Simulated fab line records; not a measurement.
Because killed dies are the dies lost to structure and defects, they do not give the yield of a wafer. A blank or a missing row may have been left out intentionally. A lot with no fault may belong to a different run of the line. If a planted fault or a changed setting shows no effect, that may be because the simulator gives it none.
Chamber matching    flow sky130    SKY_CAPM_CVD_00 on pecvd-02: 3 sister chambers
The step deposits SiO2, target thk 15.5 nm. 16 wafers are shown with their chamber, then 8 later ones without.

WAFERS WITH THEIR CHAMBER
wafer   chamber  heaterPowerW (W)  susceptorTempC (C)
L076.1  0        528               400.27
L076.4  1        747               399.66
L076.6  0        540               400.10
L078.1  0        510               399.60
L078.3  0        495               399.95
L078.6  0        497               399.75
L080.1  2        639               399.87
L080.2  0        555               399.98
L080.6  1        660               400.32
L085.1  0        543               400.08
L085.2  2        644               400.33
L085.3  1        734               400.28
L086.2  0        528               399.88
L086.3  2        642               399.93
L086.4  2        647               399.85
L091.2  0        531               399.91

SIGNATURES (averages over the wafers above)
reading         chamber 0  chamber 1  chamber 2  scatter within a chamber
heaterPowerW    525.22     713.67     643.00     24.6
susceptorTempC  399.9467   400.0867   399.9950   0.238
Rule: a wafer lies at a distance from a chamber equal to the root of the sum of squares, over the readings, of (its reading less the chamber's mean, divided by the reading's scatter). If the next closest chamber is less than 2 further off than the closest, the wafer can't be placed; otherwise it belongs to the closest. The scatter is the square root of a quotient: the sum, over the shown wafers, of each reading's squared deviation from its chamber's mean, divided by wafers minus chambers.

WAFERS WITHOUT THEIR CHAMBER
wafer   heaterPowerW (W)  susceptorTempC (C)
L091.5  548               399.49
L091.6  667               400.57
L092.2  534               399.66
L092.3  620               399.68
L092.4  530               400.04
L094.1  661               400.28
L094.4  669               400.52
L094.5  550               400.14

CHAMBER TAKEN BY EACH
wafer    from the rows above       in truth
L091.5   0                         0
L091.6   can't be placed: 2 or 1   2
L092.2   0                         0
L092.3   2                         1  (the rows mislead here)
L092.4   0                         0
L094.1   can't be placed: 2 or 1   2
L094.4   can't be placed: 2 or 1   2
L094.5   0                         0
Placed correctly: 4 of 8. These rows do not allow placing 3 (true chamber among the candidates in 3). Wrongly placed: 1.
